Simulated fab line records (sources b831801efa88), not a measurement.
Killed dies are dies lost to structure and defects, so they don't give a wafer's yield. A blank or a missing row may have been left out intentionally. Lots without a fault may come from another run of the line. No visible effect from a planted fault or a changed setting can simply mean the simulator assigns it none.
Which tool is to blame?    flow gf180mcu    14 lots, 42 wafers sampled, at 3 steps of a route of 602

== WHAT EACH GAUGE READ, for each wafer ==
GF_MIM_THK_MEAS_11: measures by xrf. Usual: for MIM_ALCU_THK the level is 201 nm and the standard deviation is 3.2.
lot   measured      on             MIM_ALCU_THK (nm)  flag
L453  day 24 13:50  film metro-02  197 198 197        
L455  day 25 07:11  film metro-04  204 205 208        
L456  day 25 17:17  film metro-04  205 207 207        
L458  day 26 07:59  film metro-03  199 195 195        
L459  day 26 15:14  film metro-03  196 196 197        
L460  day 27 07:40  film metro-03  202 200 202        
L461  day 27 11:16  film metro-02  198 197 200        
L462  day 27 19:35  film metro-04  211 202 206        
L463  day 27 23:18  film metro-03  197 197 195        
L464  day 28 09:22  film metro-03  200 202 199        
L465  day 28 12:10  film metro-04  201 198 199        
L466  day 28 19:29  film metro-03  202 201 199        
L470  day 29 21:43  film metro-03  201 198 200        
L474  day 31 09:02  film metro-04  203 206 202        

GF_M5_CD_MEAS_07 targets a cd of 280 nm. Usual: cd nm 280.0 nm, standard deviation 1.2.
lot   measured      on         cd nm (nm)         flag
L453  day 26 09:26  cd sem-02  279.7 279.6 279.2  
L455  day 27 01:55  cd sem-02  278.5 278.8 278.0  
L456  day 27 10:12  cd sem-02  278.5 279.4 278.6  
L458  day 28 01:14  cd sem-02  279.2 280.0 279.0  
L459  day 28 07:43  cd sem-01  280.6 280.1 279.2  
L460  day 28 23:28  cd sem-01  279.1 279.4 278.8  
L461  day 29 02:24  cd sem-01  283.2 281.9 282.2  
L462  day 29 10:37  cd sem-01  280.7 281.2 282.7  
L463  day 29 12:51  cd sem-01  281.3 281.4 280.7  
L464  day 30 00:18  cd sem-02  279.7 280.5 279.8  
L465  day 30 02:39  cd sem-01  278.7 278.6 279.6  
L466  day 30 09:35  cd sem-02  279.3 280.5 280.3  
L470  day 31 10:02  cd sem-01  279.0 278.2 279.4  
L474  day 32 18:58  cd sem-02  278.3 278.6 278.8  

GF_V5_BOW_MEAS_05. Usual: for V5_BOW the level is 132 um and the standard deviation is 8.4.
lot   measured      on             V5_BOW (um)  flag
L453  day 26 11:05  film metro-04  120 132 138  
L455  day 27 03:38  film metro-02  140 136 130  
L456  day 27 12:58  film metro-02  118 143 125  
L458  day 28 02:44  film metro-02  132 145 137  
L459  day 28 09:10  film metro-01  132 131 142  
L460  day 29 00:53  film metro-04  131 126 129  
L461  day 29 03:50  film metro-02  136 132 132  
L462  day 29 12:10  film metro-04  126 128 136  
L463  day 29 14:15  film metro-02  129 117 123  
L464  day 30 01:41  film metro-04  140 135 124  
L465  day 30 04:03  film metro-02  128 135 135  
L466  day 30 10:58  film metro-04  124 126 126  
L470  day 31 11:27  film metro-01  133 143 128  
L474  day 32 20:22  film metro-04  122 127 129  

== TOOL THAT RAN EACH LOT (tool first, then ch and the chambers of the sampled wafers, then the start) ==
There is no process step in the record ahead of these readings.

== WHAT THE TOOLS THEMSELVES READ (means of the sampled wafers that have a number; where no wafer has one, the mark that the record gives instead) ==
The record holds no such reading with a usual standard deviation.

== THE ANSWER, worked out from the rows above alone ==
Rule: take the mean of a lot's wafers that have a number; if it is more than 3 standard deviations from the usual mean, the lot is off. Also off: a lot with no number at a reading for which 4 or more lots have one. All remaining lots with rows at the step are treated as sound. After the gauges, taken in route order, come the tools' own readings; for these a lot's mean is taken, as printed above. The first step at which some lot is off is used, and at that step the reading that is off furthest; a lot without a number counts as furthest.
None of the lots is off at any reading shown; this tells nothing.

== WHAT HAD BEEN PUT IN BY THE SIMULATOR ==
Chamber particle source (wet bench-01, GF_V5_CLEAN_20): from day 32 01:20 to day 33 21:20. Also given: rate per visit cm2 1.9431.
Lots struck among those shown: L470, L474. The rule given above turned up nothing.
